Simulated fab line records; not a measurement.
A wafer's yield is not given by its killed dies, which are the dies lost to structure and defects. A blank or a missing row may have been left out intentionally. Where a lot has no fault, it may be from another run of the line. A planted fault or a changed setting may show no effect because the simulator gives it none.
fab line records    flow sky130
record lots=6  wafers=18  last-day=49
route steps=708 shown VIA1@473 METAL2@483 PAD_OPEN@708
lots with no fault: from the same line, run without faults
start-h: the number of hours between the record's first day and the start of the first shown wafer of the lot    wait-h: hours elapsed since this lot's preceding step    " unchanged from the row above    L1.1+2: a single row standing in for several wafers    - either no value or no given start    * or withheld: withheld    < > ~ a bound
route shown NAME@n: a module of which the file shows steps, and the number in the route of the first    usual: the fault-free wafers' mean and standard deviation    same: alike in all rows    chamber/n: place in a boat    sites: the reading at each site    _std_site: standard deviation across them    _edge_site: mean of outer sites minus mean of inner sites    radius-mm: how far each site lies from the wafer's centre    mask NAME#n: copy n    behind: the tool/chamber that last shaped the wafer    hold: reason for holding the lot/hours on hold/outcome of the hold    device: which transistor (n, p or np) failed to switch    end of line: the tests these same wafers got at the end of their route    a step with no rows: only its recipe    killed: the dies lost at the first sort to structure and to defects; this is not the yield of the wafer    map: per-die view of a wafer (x killed, . not killed, _ where there is no die)
set.NAME: the setting as run; set.NAME@STEP: as run at that earlier step    model.NAME: the simulator's own value behind a step, which no gauge read
lots at selected steps of the route; one table per step, one row per wafer
services: when a tool's chamber went out of use (start-h, in hours from the record's first day, below 0 if earlier), for how many hours, and the reason
## steps
# step SKY_VIA1_ETCH_15
# recipe target=SiO2  chemistry=C4F8/O2/Ar  target-depth-nm=351  stop-on=TiN  mask-material=KrF-thick  source-w=1500  bias-w=1200  pressure-mtorr=40  c4f8-flow-sccm=withheld  O2_flow_sccm=6  Ar_flow_sccm=300  time-s=54
# step SKY_VIA1_STRIP_16
# recipe chemistry=O2/N2  power-w=1400  pressure-mtorr=1500  platen-temp-c=withheld  o2-flow-sccm=3000  n2-flow-sccm=300  overash-fraction=0.5
# usual drypump-motor-current-A=5.7/0.35  oes-product-au=0.416/0.0045  strip-time-to-endpoint-s=4.455/0.017
lot.wafer  tool             chamber  start-h  wait-h  drypump-motor-current-A  oes-product-au  rf-hours-counter-h  strip-time-to-endpoint-s
L909.1     plasma-asher-01  1        841.38   0.0     5.9                      0.415           10                  4.464
L909.2     "                0        "        "       5.7                      0.415           10                  4.455
L909.5     "                0        "        "       5.7                      0.421           -                   4.473
L914.1     plasma-asher-01  1        866.42   0.0     5.9                      0.420           12                  4.463
L914.4     "                1        "        "       5.9                      0.412           -                   4.446
L914.6     "                1        "        "       5.9                      0.424           -                   4.458
L916.1     plasma-asher-01  0        877.88   0.0     5.7                      0.413           14                  4.428
L916.2     "                1        "        "       5.9                      0.417           14                  4.441
L916.5     "                0        "        "       5.7                      0.417           -                   4.447
L918.2     plasma-asher-03  0        899.78   0.0     6.2                      0.426           112                 4.486
L918.3     "                0        "        "       6.2                      0.415           -                   4.451
L918.4     "                1        "        "       5.2                      0.417           -                   4.487
L919.2     plasma-asher-04  1        902.13   0.0     5.7                      0.419           47                  4.457
L919.4     "                0        "        "       5.7                      0.416           -                   4.493
L919.5     "                1        "        "       5.8                      0.419           -                   4.484
L923.3     plasma-asher-01  1        940.52   0.1     5.9                      0.412           -                   4.418
L923.4     "                0        "        "       5.7                      0.421           -                   4.451
L923.5     "                1        "        "       5.9                      0.422           -                   4.452
# step SKY_VIA1_STRIP_17
# recipe chemistry=post-etch-residue-remover  time-s=1200  temp-c=72.5
# step SKY_VIA1_CLEAN_18
# recipe chemistry=IPA  time-s=180  temp-c=25
# step SKY_VIA1_CLEAN_19
# recipe chemistry=O3/DIW  dry=n2-spin
# step SKY_VIA1_SPUTTER_20
# recipe material=TiN  target-thk-nm=20  chamber-pressure-pa=5  power-w=4000  time-s=80
# step SKY_VIA1_CVD_21
# recipe material=W  target-thk-nm=270  time-s=80.902  temp-c=400  pressure-torr=40
# usual heater-power-w=805/110
lot.wafer  tool      chamber  start-h  wait-h  heater-power-w
L909.1     cvd-w-01  1        842.03   0.0     663
L909.2     "         0        "        "       814
L909.5     "         0        "        "       816
L914.1     cvd-w-01  0        867.07   0.0     829
L914.4     "         1        "        "       668
L914.6     "         1        "        "       658
L916.1     cvd-w-02  1        878.88   0.0     934
L916.2     "         0        "        "       930
L916.5     "         0        "        "       929
L918.2     cvd-w-01  0        900.45   0.0     809
L918.3     "         1        "        "       669
L918.4     "         0        "        "       794
L919.2     cvd-w-01  1        902.79   0.0     680
L919.4     "         0        "        "       819
L919.5     "         1        "        "       679
L923.3     cvd-w-01  1        941.17   0.1     654
L923.4     "         0        "        "       770
L923.5     "         1        "        "       665
# step SKY_VIA1_RS_MEAS_22
# recipe thk-meas-gauge=four-point-probe  reads=W_of_VIA1_CVD_21+TiN_of_VIA1_SPUTTER_20
# usual VIA1_W_RS=0.431/0.0045
lot.wafer  tool           chamber  start-h  wait-h  VIA1_W_RS[ohm/sq]
L909.1     film-metro-04  -        842.12   0.1     0.437
L909.2     "              -        "        "       0.439
L909.5     "              -        "        "       0.440
L914.1     film-metro-01  -        867.16   0.1     0.431
L914.4     "              -        "        "       0.431
L914.6     "              -        "        "       0.429
L916.1     film-metro-04  -        878.97   0.1     0.425
L916.2     "              -        "        "       0.426
L916.5     "              -        "        "       0.423
L918.2     film-metro-03  -        900.56   0.1     0.436
L918.3     "              -        "        "       0.433
L918.4     "              -        "        "       0.438
L919.2     film-metro-03  -        902.90   0.1     0.426
L919.4     "              -        "        "       0.428
L919.5     "              -        "        "       0.422
L923.3     film-metro-01  -        941.27   0.1     0.435
L923.4     "              -        "        "       0.435
L923.5     "              -        "        "       0.433
# step SKY_VIA1_THK_MEAS_23
# recipe thk-meas-gauge=xrf  reads=W_of_VIA1_CVD_21
# usual VIA1_W_THK=278/4
lot.wafer  tool           chamber  start-h  wait-h  VIA1_W_THK[nm]
L909.1     film-metro-04  -        842.24   0.1     276
L909.2     "              -        "        "       277
L909.5     "              -        "        "       275
L914.1     film-metro-01  -        867.28   0.1     280
L914.4     "              -        "        "       281
L914.6     "              -        "        "       280
L916.1     film-metro-04  -        879.09   0.1     285
L916.2     "              -        "        "       285
L916.5     "              -        "        "       287
L918.2     film-metro-03  -        900.67   0.1     270
L918.3     "              -        "        "       271
L918.4     "              -        "        "       271
L919.2     film-metro-03  -        903.01   0.1     276
L919.4     "              -        "        "       274
L919.5     "              -        "        "       280
L923.3     film-metro-01  -        941.37   0.1     273
L923.4     "              -        "        "       274
L923.5     "              -        "        "       274
# step SKY_VIA1_CMP_24
# recipe stop-on=SiO2  t-overpolish-s=15  down-force-psi=3.5  platen-rpm=60  target-thk-nm=0  pad-velocity-m-s=0.94248
# usual motor-current-A=11.1/0.75  overpolish-run-s=14.999/0.0087  time-to-endpoint-s=64/3.2
lot.wafer  tool    chamber  start-h  wait-h  motor-current-A  overpolish-run-s  time-to-endpoint-s
L909.2     cmp-02  3        842.30   0.0     11.2             14.999            66
L909.1     "       1        "        "       11.2             15.018            68
L909.5     "       3        "        "       10.5             15.001            66
L914.4     cmp-02  2        867.44   0.1     12.6             14.982            67
L914.1     "       3        "        "       10.9             14.985            64
L914.6     "       1        "        "       10.5             14.995            68
L916.1     cmp-02  0        879.15   0.1     10.8             14.994            63
L916.2     "       2        "        "       12.7             14.993            64
L916.5     "       1        "        "       10.8             15.000            62
L918.2     cmp-02  1        900.72   0.0     10.5             15.008            64
L918.3     "       2        "        "       12.7             15.005            67
L918.4     "       3        "        "       11.0             15.002            64
L919.4     cmp-01  2        903.06   0.0     10.2             15.016            65
L919.2     "       0        "        "       10.1             14.996            60
L919.5     "       3        "        "       11.0             15.011            63
L923.4     cmp-02  1        941.46   0.1     10.2             14.996            62
L923.3     "       2        "        "       11.7             14.997            63
L923.5     "       1        "        "       10.2             15.004            65
# step SKY_METAL2_SPUTTER_00
# recipe material=Ti  target-thk-nm=15  power-w=3000  time-s=10  chamber-pressure-pa=0.4
# usual throttle-valve-pct=30.0/1.1
lot.wafer  tool            chamber  start-h  wait-h  throttle-valve-pct
L909.1     pvd-sputter-03  -        842.60   0.1     30.8
L909.2     "               -        "        "       31.2
L909.5     "               -        "        "       30.6
L914.1     pvd-sputter-01  -        867.64   0.1     28.9
L914.4     "               -        "        "       31.2
L914.6     "               -        "        "       29.0
L916.1     pvd-sputter-01  -        879.45   0.2     31.1
L916.2     "               -        "        "       28.9
L916.5     "               -        "        "       31.4
L918.2     pvd-sputter-01  -        901.02   0.2     29.0
L918.3     "               -        "        "       31.4
L918.4     "               -        "        "       29.3
L919.2     pvd-sputter-02  -        903.36   0.1     31.5
L919.4     "               -        "        "       29.2
L919.5     "               -        "        "       28.8
L923.3     pvd-sputter-03  -        941.71   0.1     31.4
L923.4     "               -        "        "       31.2
L923.5     "               -        "        "       29.4
# step SKY_METAL2_SPUTTER_01
# recipe material=TiN  target-thk-nm=20  power-w=6500  time-s=16.7  chamber-pressure-pa=0.4
# step SKY_METAL2_SPUTTER_02
# recipe material=AlCu  target-thk-nm=250  power-w=10600  time-s=13.3  chamber-pressure-pa=0.4
# usual throttle-valve-pct=30.0/1.1
lot.wafer  tool            chamber  start-h  wait-h  throttle-valve-pct  model.AlCu_of_METAL2_SPUTTER_02.thk-nm
L909.1     pvd-sputter-03  -        842.65   0.0     30.6                251.3
L909.2     "               -        "        "       31.0                251.2
L909.5     "               -        "        "       30.9                251.2
L914.1     pvd-sputter-01  -        867.69   0.0     29.1                251.5
L914.4     "               -        "        "       31.5                252.6
L914.6     "               -        "        "       28.9                250.3
L916.1     pvd-sputter-01  -        879.50   0.0     30.9                248.7
L916.2     "               -        "        "       28.8                126.6
L916.5     "               -        "        "       30.9                248.3
L918.2     pvd-sputter-01  -        901.07   0.0     28.9                127.2
L918.3     "               -        "        "       31.5                251.8
L918.4     "               -        "        "       28.8                249.3
L919.2     pvd-sputter-02  -        903.41   0.0     31.8                256.1
L919.4     "               -        "        "       28.9                257.7
L919.5     "               -        "        "       28.9                256.5
L923.3     pvd-sputter-03  -        941.76   0.0     31.1                252.1
L923.4     "               -        "        "       31.4                248.9
L923.5     "               -        "        "       29.5                248.2
# step SKY_METAL2_SPUTTER_03
# recipe material=Ti  target-thk-nm=5  power-w=3000  time-s=3.3  chamber-pressure-pa=0.4
# step SKY_METAL2_SPUTTER_04
# recipe material=TiN  target-thk-nm=70  power-w=6500  time-s=58.3  chamber-pressure-pa=0.4
# step SKY_METAL2_RS_MEAS_05
# recipe thk-meas-gauge=four-point-probe  reads=TiN_of_METAL2_SPUTTER_04+Ti_of_METAL2_SPUTTER_03+AlCu_of_METAL2_SPUTTER_02+TiN_of_METAL2_SPUTTER_01+Ti_of_METAL2_SPUTTER_00
# usual METAL2_ALCU_RS=0.1263/0.0011
lot.wafer  tool           chamber  start-h  wait-h  METAL2_ALCU_RS[ohm/sq]
L909.1     film-metro-03  -        842.74   0.0     0.1263
L909.2     "              -        "        "       0.1262
L909.5     "              -        "        "       0.1263
L914.1     film-metro-01  -        867.78   0.0     0.1260
L914.4     "              -        "        "       0.1253
L914.6     "              -        "        "       0.1267
L916.1     film-metro-02  -        879.59   0.0     0.1274
L916.2     "              -        "        "       0.2586
L916.5     "              -        "        "       0.1276
L918.2     film-metro-02  -        901.18   0.0     0.2575
L918.3     "              -        "        "       0.1256
L918.4     "              -        "        "       0.1270
L919.2     film-metro-03  -        903.52   0.0     0.1238
L919.4     "              -        "        "       0.1229
L919.5     "              -        "        "       0.1234
L923.3     film-metro-01  -        941.89   0.1     0.1258
L923.4     "              -        "        "       0.1273
L923.5     "              -        "        "       0.1276
# step SKY_METAL2_THK_MEAS_06
# recipe thk-meas-gauge=xrf  reads=AlCu_of_METAL2_SPUTTER_02
# usual METAL2_ALCU_THK=251/3.2
lot.wafer  tool           chamber  start-h  wait-h  METAL2_ALCU_THK[nm]
L909.1     film-metro-03  -        842.86   0.1     247
L909.2     "              -        "        "       248
L909.5     "              -        "        "       246
L914.1     film-metro-01  -        867.90   0.1     255
L914.4     "              -        "        "       255
L914.6     "              -        "        "       251
L916.1     film-metro-02  -        879.71   0.1     250
L916.2     "              -        "        "       126
L916.5     "              -        "        "       251
L918.2     film-metro-02  -        901.29   0.1     130
L918.3     "              -        "        "       255
L918.4     "              -        "        "       252
L919.2     film-metro-03  -        903.63   0.1     255
L919.4     "              -        "        "       255
L919.5     "              -        "        "       255
L923.3     film-metro-01  -        941.99   0.1     251
L923.4     "              -        "        "       247
L923.5     "              -        "        "       248
# step SKY_METAL2_DEHYDRATE_07
# recipe temp-c=200  time-s=60
# step SKY_METAL2_HMDS_08
# recipe prime-time-s=60  prime-temp-c=120
# step SKY_METAL2_COAT_09
# recipe resist=BARC  temp-c=withheld  time-s=withheld  spin-rpm=3000  resist-thk-nm=60
# step SKY_METAL2_COAT_10
# recipe resist=KrF-thick  spin-rpm=3000  resist-thk-nm=450
# step SKY_METAL2_SOFTBAKE_11
# recipe temp-c=100  time-s=90  resist=KrF-thick
# step SKY_METAL2_EXPOSE_12
# recipe mask-id=MM2  na=0.8  source-shape=annular  sigma-inner=0.55  sigma-outer=0.85  target-cd-nm=140  dose-mj=28
# step SKY_METAL2_PEB_13
# recipe peb-temp-c=withheld  peb-time-s=withheld  resist=KrF-thick
# step SKY_METAL2_DEVELOP_14
# recipe develop-time-s=60  resist=KrF-thick  dev-temp-c=21
# step SKY_METAL2_CD_MEAS_15
# recipe target-cd-nm=140
# usual cd-nm=140.3/1.7
lot.wafer  tool       chamber  start-h  wait-h  cd-nm
L909.1     cd-sem-01  -        868.23   -       141.6
L909.2     "          -        "        "       138.4
L909.5     "          -        "        "       140.3
L914.1     cd-sem-02  -        892.94   -       138.5
L914.4     "          -        "        "       139.1
L914.6     "          -        "        "       138.6
L916.1     cd-sem-02  -        905.19   -       139.7
L916.2     "          -        "        "       139.1
L916.5     "          -        "        "       138.7
L918.2     cd-sem-02  -        925.64   -       140.1
L918.3     "          -        "        "       141.1
L918.4     "          -        "        "       137.9
L919.2     cd-sem-01  -        927.75   -       144.3
L919.4     "          -        "        "       143.3
L919.5     "          -        "        "       143.0
L923.3     cd-sem-01  -        965.87   -       141.3
L923.4     "          -        "        "       141.5
L923.5     "          -        "        "       141.2
# step SKY_METAL2_OVL_MEAS_16
# usual METAL2_OVL=-2/5.7
lot.wafer  tool        chamber  start-h  wait-h  METAL2_OVL[nm]
L909.1     overlay-02  -        868.35   0.1     -1
L909.2     "           -        "        "       3
L909.5     "           -        "        "       3
L914.1     overlay-01  -        893.06   0.1     6
L914.4     "           -        "        "       0
L914.6     "           -        "        "       2
L916.1     overlay-01  -        905.31   0.1     -6
L916.2     "           -        "        "       0
L916.5     "           -        "        "       -8
L918.2     overlay-02  -        925.75   0.1     3
L918.3     "           -        "        "       -2
L918.4     "           -        "        "       9
L919.2     overlay-01  -        927.86   0.1     -6
L919.4     "           -        "        "       -8
L919.5     "           -        "        "       -8
L923.3     overlay-02  -        965.96   0.1     -5
L923.4     "           -        "        "       -3
L923.5     "           -        "        "       -3
# step SKY_METAL2_DESCUM_17
# recipe chemistry=O2  source-power-w=150  bias-power-w=0  pressure-mtorr=10  temp-c=40  time-s=8
# step SKY_METAL2_ETCH_18
# recipe chemistry=N2/H2  target=BARC  ion-energy-ev=200  bias-w=100  pressure-mtorr=30  n2-flow-sccm=100  h2-flow-sccm=200  icp-w=500  stop-on=SiO2  time-s=45.9  target-depth-a=600
# step SKY_METAL2_METAL_ETCH_19
# recipe target-depth-a=3600  stop-on=SiO2  over-etch-frac=0.3  time-s=78  chemistry=Cl2/BCl3  resist-sidewall-deg=88  pressure-mtorr=10  icp-w=900  bias-w=48.5  Cl2_flow_sccm=60  bcl3-flow-sccm=30
# usual drypump-motor-current-A=5.65/0.084  oes-product-au=0.856/0.0052  throttle-valve-pct=22.265/0.0095
lot.wafer  tool          chamber  start-h  wait-h  drypump-motor-current-A  oes-product-au  rf-hours-counter-h  throttle-valve-pct
L909.1     rie-metal-03  1        868.48   0.0     5.71                     0.860           8                   22.275
L909.2     "             0        "        "       5.65                     0.859           11                  22.264
L909.5     "             0        "        "       5.61                     0.853           -                   22.266
L914.1     rie-metal-04  0        893.28   0.1     5.62                     0.856           14                  22.272
L914.4     "             0        "        "       5.61                     0.864           -                   22.276
L914.6     "             0        "        "       5.61                     0.852           -                   22.265
L916.1     rie-metal-02  0        905.44   0.0     5.75                     0.859           17                  22.249
L916.2     "             1        "        "       5.66                     0.719           8                   22.253
L916.5     "             0        "        "       5.80                     0.854           -                   22.279
L918.2     rie-metal-03  1        925.88   0.0     5.74                     0.726           11                  22.268
L918.3     "             1        "        "       5.73                     0.856           -                   22.274
L918.4     "             0        "        "       5.65                     0.846           -                   22.288
L919.2     rie-metal-02  0        927.98   0.0     5.79                     0.866           18                  22.258
L919.4     "             1        "        "       5.68                     0.865           -                   22.263
L919.5     "             1        "        "       5.67                     0.867           -                   22.264
L923.3     rie-metal-04  1        966.11   0.1     5.51                     0.867           -                   22.270
L923.4     "             0        "        "       5.64                     0.854           -                   22.265
L923.5     "             0        "        "       5.63                     0.855           -                   22.273
# step SKY_METAL2_STRIP_20
# recipe chemistry=O2/N2  power-w=1400  pressure-mtorr=1500  platen-temp-c=withheld  o2-flow-sccm=3000  n2-flow-sccm=300  overash-fraction=0.5
# usual drypump-motor-current-A=5.73/0.25  oes-product-au=0.343/0.0046  strip-time-to-endpoint-s=2.691/0.027
lot.wafer  tool             chamber  start-h  wait-h  drypump-motor-current-A  oes-product-au  rf-hours-counter-h  strip-time-to-endpoint-s
L909.1     plasma-asher-02  0        868.57   0.1     5.26                     0.336           72                  2.674
L909.2     "                1        "        "       6.06                     0.342           72                  2.708
L909.5     "                1        "        "       6.07                     0.342           -                   2.692
L914.1     plasma-asher-01  0        893.46   0.1     5.69                     0.337           15                  2.681
L914.4     "                1        "        "       5.92                     0.340           -                   2.688
L914.6     "                1        "        "       5.92                     0.350           -                   2.709
L916.1     plasma-asher-04  0        905.53   0.1     5.70                     0.345           47                  2.692
L916.2     "                1        "        "       5.71                     0.350           47                  2.705
L916.5     "                0        "        "       5.70                     0.341           -                   2.674
L918.2     plasma-asher-01  1        925.97   0.1     5.91                     0.351           18                  2.725
L918.3     "                1        "        "       5.91                     0.353           -                   2.682
L918.4     "                0        "        "       5.70                     0.344           -                   2.697
L919.2     plasma-asher-01  1        928.07   0.1     5.91                     0.337           18                  2.677
L919.4     "                0        "        "       5.69                     0.345           -                   2.692
L919.5     "                0        "        "       5.67                     0.345           -                   2.684
L923.3     plasma-asher-02  0        966.20   0.1     5.27                     0.351           -                   2.739
L923.4     "                1        "        "       6.09                     0.347           -                   2.707
L923.5     "                1        "        "       6.09                     0.339           -                   2.657
# step SKY_PAD_OPEN_PROBE_99
# usual defect-limited-yield=82.5/1.9  killed_at_M0_to_M3=44/7.2  killed_at_M4_up=3.1/1.7  killed-at-contacts=25/5.1  killed-at-front-end=14/4.6  killed-at-other=0.3/0.59  killed-dies=86/9.6  killed-open=47/7.4  killed-short=39/6  sort_bin_3_pad_short=0.8/0.4  sort_bin_5_function=10.4/1.5  sort_bin_6_memory=6.2/1.1  sort-n-pass=406/9.6  sort-yield-pct=82.5/1.9
# same gross-dies=492  killed-at-back-side=0  sort_bin_4_leakage[%]=0  sort_bin_8_speed[%]=0
lot.wafer  tool       chamber  start-h  wait-h  defect-limited-yield[%]  killed_at_M0_to_M3  killed_at_M4_up  killed-at-contacts  killed-at-front-end  killed-at-other  killed-dies  killed-open  killed-short  sort_bin_3_pad_short[%]  sort_bin_5_function[%]  sort_bin_6_memory[%]  sort-n-pass  sort-yield-pct[%]  model.etest.met2.line-ohm-um  model.etest.met2.rs-ohm-sq
L909.1     prober-02  -        1109.70  0.1     82.3                     49                  3                21                  14                   0                87           46           41            1.0                      10.0                    6.7                   405          82.3               0.9358                        0.1268
L909.2     prober-02  -        1109.75  0.1     83.7                     46                  3                27                  4                    0                80           52           28            1.0                      9.3                     5.9                   412          83.7               0.9266                        0.1269
L909.5     prober-02  -        1109.90  0.2     85.2                     38                  1                24                  10                   0                73           31           42            0.8                      7.7                     6.3                   419          85.2               0.9197                        0.1269
L914.1     prober-01  -        1131.31  0.1     79.5                     53                  2                29                  16                   1                101          59           42            0.4                      13.0                    7.1                   391          79.5               0.9401                        0.1272
L914.4     prober-01  -        1131.46  0.2     80.9                     42                  2                24                  24                   2                94           48           46            1.2                      11.2                    6.7                   398          80.9               0.9182                        0.1266
L914.6     prober-01  -        1131.56  0.2     80.7                     46                  2                22                  25                   0                95           60           35            0.4                      12.2                    6.7                   397          80.7               0.9442                        0.1277
L916.1     prober-01  -        1140.17  0.1     80.9                     46                  3                28                  17                   0                94           50           44            0.8                      12.8                    5.5                   398          80.9               0.9109                        0.1289
L916.2     prober-01  -        1140.22  0.1     82.3                     43                  4                29                  11                   0                87           38           49            0.8                      9.1                     7.7                   405          82.3               1.863                         0.2616
L916.5     prober-01  -        1140.37  0.2     79.7                     51                  5                27                  16                   1                100          57           43            1.0                      13.4                    5.9                   392          79.7               0.9236                        0.1302
L918.2     prober-01  -        1157.53  0.1     84.3                     29                  5                31                  12                   0                77           46           31            1.0                      10.2                    4.5                   415          84.3               1.889                         0.2621
L918.3     prober-01  -        1157.58  0.2     82.5                     53                  2                20                  11                   0                86           49           37            0.8                      10.6                    6.1                   406          82.5               0.9075                        0.1263
L918.4     prober-01  -        1157.63  0.2     82.3                     46                  3                26                  12                   0                87           54           33            0.6                      10.6                    6.5                   405          82.3               0.9326                        0.1285
L919.2     prober-02  -        1159.03  0.1     80.1                     46                  5                28                  19                   0                98           40           58            0.6                      12.0                    7.3                   394          80.1               0.8716                        0.1266
L919.4     prober-02  -        1159.13  0.2     83.9                     34                  1                27                  17                   0                79           40           39            0.6                      9.1                     6.3                   413          83.9               0.8964                        0.1253
L919.5     prober-02  -        1159.18  0.2     84.1                     34                  1                26                  17                   0                78           39           39            0.8                      8.7                     6.3                   414          84.1               0.8828                        0.125
L923.3     prober-02  -        1183.10  0.2     79.9                     41                  6                34                  18                   0                99           56           43            0.8                      11.8                    7.5                   393          79.9               0.9217                        0.1278
L923.4     prober-02  -        1183.15  0.2     82.1                     42                  5                26                  15                   0                88           52           36            0.6                      10.4                    6.9                   404          82.1               0.9037                        0.129
L923.5     prober-02  -        1183.20  0.2     80.9                     51                  6                22                  15                   0                94           49           45            0.2                      10.4                    8.5                   398          80.9               0.913                         0.1296
# killed by level:class
L909.1 VIA1:geometric-particle:open=11 CONTACT:geometric-particle:open=8 METAL2:geometric-particle:short=7 FIELD_ISO:geometric-particle:open=6 VIA2:geometric-particle:open=6 CONTACT:geometric-particle:short=5 VIA2:geometric-particle:short=5 VIA1:geometric-particle:short=4
L909.2 CONTACT:geometric-particle:open=16 VIA1:geometric-particle:open=11 VIA2:geometric-particle:open=9 LI_CONTACT:geometric-particle:open=6 METAL2:geometric-particle:short=6 METAL3:geometric-particle:short=5 VIA3:geometric-particle:open=5 METAL1:geometric-particle:short=4
L909.5 CONTACT:geometric-particle:short=8 VIA1:geometric-particle:open=7 LI_CONTACT:geometric-particle:open=6 CONTACT:geometric-particle:open=6 METAL1:geometric-particle:short=6 METAL3:geometric-particle:short=5 VIA3:geometric-particle:open=5 VIA1:geometric-particle:short=5
L914.1 VIA1:geometric-particle:open=15 CONTACT:geometric-particle:open=11 VIA1:geometric-particle:short=11 VIA2:geometric-particle:open=9 POLY_GATE:geometric-particle:open=5 LI_CONTACT:geometric-particle:open=5 LOCAL_INTERCONNECT:geometric-particle:short=5 METAL1:geometric-particle:short=5
L914.4 VIA1:geometric-particle:open=9 FIELD_ISO:geometric-particle:open=8 FIELD_ISO:geometric-particle:short=8 LI_CONTACT:geometric-particle:open=7 METAL2:geometric-particle:short=7 LOCAL_INTERCONNECT:geometric-particle:short=6 CONTACT:geometric-particle:open=6 VIA3:geometric-particle:open=6
L914.6 VIA1:geometric-particle:open=19 LI_CONTACT:geometric-particle:open=8 CONTACT:geometric-particle:open=8 POLY_GATE:geometric-particle:open=7 FIELD_ISO:geometric-particle:short=6 FIELD_ISO:geometric-particle:open=5 METAL1:geometric-particle:short=5 POLY_GATE:geometric-particle:short=4
L916.1 VIA1:geometric-particle:open=12 LI_CONTACT:geometric-particle:open=9 CONTACT:geometric-particle:open=9 FIELD_ISO:geometric-particle:short=7 VIA3:geometric-particle:open=6 FIELD_ISO:geometric-particle:open=5 METAL2:geometric-particle:short=5 VIA2:geometric-particle:short=5
L916.2 CONTACT:geometric-particle:short=9 VIA3:geometric-particle:short=8 VIA2:geometric-particle:open=8 METAL1:geometric-particle:short=8 CONTACT:geometric-particle:open=7 LI_CONTACT:geometric-particle:open=6 VIA1:geometric-particle:open=6 FIELD_ISO:geometric-particle:open=5
L916.5 CONTACT:geometric-particle:open=13 VIA2:geometric-particle:open=9 METAL2:geometric-particle:short=9 LI_CONTACT:geometric-particle:open=8 VIA1:geometric-particle:open=7 VIA1:geometric-particle:short=5 CONTACT:geometric-particle:short=4 FIELD_ISO:geometric-particle:open=4
L918.2 LI_CONTACT:geometric-particle:open=14 VIA2:geometric-particle:open=8 CONTACT:geometric-particle:open=7 VIA1:geometric-particle:open=6 FIELD_ISO:geometric-particle:open=5 METAL4:geometric-particle:short=4 CONTACT:geometric-particle:short=4 FIELD_ISO:geometric-particle:short=3
L918.3 METAL1:geometric-particle:short=11 VIA2:geometric-particle:open=9 VIA3:geometric-particle:open=8 VIA1:geometric-particle:open=7 CONTACT:geometric-particle:open=6 VIA2:geometric-particle:short=6 FIELD_ISO:geometric-particle:short=5 LI_CONTACT:geometric-particle:open=4
L918.4 VIA1:geometric-particle:open=14 LI_CONTACT:geometric-particle:open=10 VIA2:geometric-particle:open=8 METAL2:geometric-particle:short=8 CONTACT:geometric-particle:open=7 LOCAL_INTERCONNECT:geometric-particle:short=5 FIELD_ISO:geometric-particle:short=4 VIA2:geometric-particle:short=4
L919.2 CONTACT:geometric-particle:open=11 CONTACT:geometric-particle:short=10 VIA1:geometric-particle:open=9 VIA1:geometric-particle:short=8 FIELD_ISO:geometric-particle:short=7 VIA3:geometric-particle:open=7 METAL2:geometric-particle:short=5 METAL4:geometric-particle:short=5
L919.4 CONTACT:geometric-particle:open=12 LI_CONTACT:geometric-particle:open=8 VIA1:geometric-particle:open=6 VIA2:geometric-particle:short=6 METAL2:geometric-particle:short=5 FIELD_ISO:geometric-particle:short=4 POLY_GATE:geometric-particle:short=4 CONTACT:geometric-particle:short=4
L919.5 METAL2:geometric-particle:short=9 FIELD_ISO:geometric-particle:open=6 LI_CONTACT:geometric-particle:open=6 LI_CONTACT:geometric-particle:short=5 LOCAL_INTERCONNECT:geometric-particle:short=5 VIA1:geometric-particle:open=5 METAL3:geometric-particle:short=4 POLY_GATE:geometric-particle:short=4
L923.3 CONTACT:geometric-particle:open=13 VIA1:geometric-particle:open=9 FIELD_ISO:geometric-particle:open=7 LI_CONTACT:geometric-particle:open=7 LOCAL_INTERCONNECT:geometric-particle:short=7 VIA3:geometric-particle:short=6 FIELD_ISO:geometric-particle:short=5 CONTACT:geometric-particle:short=5
L923.4 LI_CONTACT:geometric-particle:open=9 VIA1:geometric-particle:open=7 VIA2:geometric-particle:open=7 FIELD_ISO:geometric-particle:open=6 CONTACT:geometric-particle:short=5 METAL1:geometric-particle:open=5 METAL4:geometric-particle:short=5 METAL1:geometric-particle:short=4
L923.5 CONTACT:geometric-particle:open=13 VIA1:geometric-particle:open=12 VIA3:geometric-particle:open=7 FIELD_ISO:geometric-particle:short=6 METAL2:geometric-particle:short=6 VIA3:geometric-particle:short=6 CONTACT:geometric-particle:short=5 METAL1:geometric-particle:short=5
## services
tool             chamber  start-h  hours  kind
pvd-sputter-01   -        827.98   10.1   repair
rie-metal-04     0        830.44   20.5   repair
cmp-02           -        830.64   2.1    repair
cmp-01           -        835.15   3.0    repair
cvd-w-02         0        846.37   2.7    repair
pvd-sputter-01   -        850.88   5.4    repair
cmp-02           -        852.74   4.4    repair
plasma-asher-04  -        860.75   1.0    repair
pvd-sputter-03   -        862.52   24.1   repair
cvd-w-02         -        866.91   0.3    repair
rie-metal-04     1        886.57   9.0    repair
rie-metal-03     -        886.91   5.7    repair
cvd-w-01         -        904.00   14.0   pm
cvd-w-01         -        908.54   2.8    repair
pvd-sputter-02   -        911.20   1.0    repair
cmp-02           -        912.04   4.0    pm
cvd-w-02         -        918.00   2.8    pm
cmp-01           -        922.99   6.4    pm
rie-metal-03     1        926.56   4.8    repair
pvd-sputter-03   -        937.20   3.6    repair
plasma-asher-02  -        939.47   6.1    repair
cmp-02           -        948.74   3.8    repair
rie-metal-02     -        950.38   5.2    repair
rie-metal-04     0        953.71   1.1    repair
## key
first-sign step=SKY_METAL2_RS_MEAS_05  reading=METAL2_ALCU_RS  direction=up  sigmas=99+  usual=0.1263  struck=0.2580
effect step=SKY_METAL2_THK_MEAS_06  reading=METAL2_ALCU_THK  direction=down  sigmas=38  usual=251  struck=128
effect step=SKY_METAL2_METAL_ETCH_19  reading=oes-product-au  direction=down  sigmas=25  usual=0.856  struck=0.722
model-effect step=SKY_METAL2_SPUTTER_02  value=AlCu_of_METAL2_SPUTTER_02.thk-nm  without=248.2  struck=126.9
model-effect step=SKY_PAD_OPEN_PROBE_99  value=etest.met2.line-ohm-um  without=0.9256  struck=1.876
met-at SKY_METAL2_SPUTTER_02
struck-wafers L916.2,L918.2
onset-between 867.69 879.50
fault kind=process-parameter-drift  tool=pvd-sputter-01  chamber=-  onset-h=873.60  steps=SKY_METAL2_SPUTTER_02  channel=target-thk-nm  offset=-121.36  shape=step  end-h=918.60  scope=struck-wafers-only  acts-in=these-recipes-only  stated=250
